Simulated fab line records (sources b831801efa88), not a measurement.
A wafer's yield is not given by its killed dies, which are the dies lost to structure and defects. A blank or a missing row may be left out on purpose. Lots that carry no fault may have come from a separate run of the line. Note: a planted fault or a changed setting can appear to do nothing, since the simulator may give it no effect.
A lot that was struck, set against a sound lot :: flow gf180mcu :: 16 steps out of a route of 602
Sound: wafers L947.1, L947.2, L947.6. Struck: wafer L937.4 (left out: L937.5, L937.6 of the same lot, which were not struck); the cause appears at the end.
Each step with rows lists, per side, the tool, then ch with its chambers, then its first start. Under that, the readings that differ: sound wafers :: struck wafers :: difference of the means :: sigmas: that difference in standard deviations of wafers without a fault.
alike: a reading whose means differ by less than 2 such deviations, as well as words and numbers matching on both sides. not compared: withheld readings; readings where some wafer has no value; bounds like >300 that might hide an equal value; numbers whose values overlap and for which the record gives no deviation.
A row with sigmas, a row that says differs or no value, or rows on one side alone: a step with any of these is where the two part. Numbers that have no deviation but don't overlap get no sigmas and don't part them. A reading that every wafer of one side lacks parts them only if that side has two wafers or more.

first, 1 step without rows for these wafers: GF_STI_OXIDATION_01 (stabilise 600 s, purge 300 s, target thk 10 nm).
GF_STI_THK_MEAS_02:
  sound on filmMetro-02, day 4 09:31; struck on filmMetro-02, day 2 07:32
  alike: STI_OXIDATION_THK
then, 1 step without rows for these wafers: GF_STI_CVD_03 (deposits Si3N4 from DCS/NH3, target thk 207.16 nm, time 3551 s).
GF_STI_THK_MEAS_04:
  sound on filmMetro-01, day 4 11:34; struck on filmMetro-03, day 2 09:35
  alike: STI_CVD_03_THK
then, 7 steps without rows for these wafers: GF_STI_DEHYDRATE_05 (time 60 s); GF_STI_HMDS_06 (prime time 60 s); GF_STI_COAT_07 (resist thk 700 nm); GF_STI_SOFTBAKE_08 (time 60 s); GF_STI_EXPOSE_09 (exposes mask COMP, target cd 220 nm); GF_STI_PEB_10 (peb time 90 s); GF_STI_DEVELOP_11 (develop time 60 s).
GF_STI_CD_MEAS_12: the cd target is 220 nm.
  sound on cdSem-02, day 5 01:50; struck on cdSem-01, day 2 21:54
  alike: cdNm
GF_STI_ETCH_13: etches the open film in CHF3/O2, stops on Si, target depth 282.31 nm, time 112.9 s.
  sound on rieDiel-01 ch 0,1,3, day 5 01:58; struck on rieDiel-04 ch 1, day 2 21:58
reading: oesProductAu (a.u.)
sound: 0.837 0.846 0.827
struck: 0.819
difference: -0.018
sigmas: -2

reading: overEtchFrac
sound: 0.3 0.3 0.3
struck: 0.35228
difference: +0.05228
sigmas: 

reading: model.KrF_of_STI_COAT_07.thkNm (nm)
sound: 441.7 444.6 443.7
struck: 431.9
difference: -11.4
sigmas: 
  alike: chf3FlowSccm, drypumpMotorCurrentA, throttleValvePct
  not compared: rfHoursCounterH
GF_STI_ETCH_14: etches Si in HBr/Cl2/O2, target depth 360 nm, time 102.9 s.
  sound on rieSi-01 ch 1,3, day 5 02:02; struck on rieSi-01 ch 3, day 2 22:02
reading: model.KrF_of_STI_COAT_07.thkNm (nm)
sound: 320.4 323.6 322.9
struck: 312.5
difference: -9.8
sigmas: 
  alike: drypumpMotorCurrentA, oesProductAu, throttleValvePct
  not compared: rfHoursCounterH
GF_STI_STRIP_15: strips in O2/N2.
  sound on plasmaAsher-04 ch 0,1, day 5 02:07; struck on plasmaAsher-03 ch 1, day 2 22:09
reading: platenTempC (C)
sound: 249.72 249.65 249.69
struck: 250.41
difference: +0.72
sigmas: +3

reading: stripTimeToEndpointS (s)
sound: 3.73 3.76 3.75
struck: 3.64
difference: -0.11
sigmas: -2
  alike: drypumpMotorCurrentA, heaterPowerW, oesProductAu
  not compared: rfHoursCounterH
-- the record jumps here: 27 days lie between the struck wafers' starts before and after (it left off in module STI and takes up again in module PASSIVATION, whose first step shown is number 602 of the route) --
GF_PASSIVATION_PROBE_99:
  only the struck wafers here have rows in the record (prober-01, day 30 05:12); the sound ones have none

WHERE THEY PART
At GF_STI_ETCH_13 first; at GF_PASSIVATION_PROBE_99 last (within this record only).

WHY: what the simulator had put in
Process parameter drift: rieDiel-04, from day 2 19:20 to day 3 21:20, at GF_STI_ETCH_13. From 0.3, the setting overEtchFrac moved by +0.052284. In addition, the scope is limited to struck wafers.
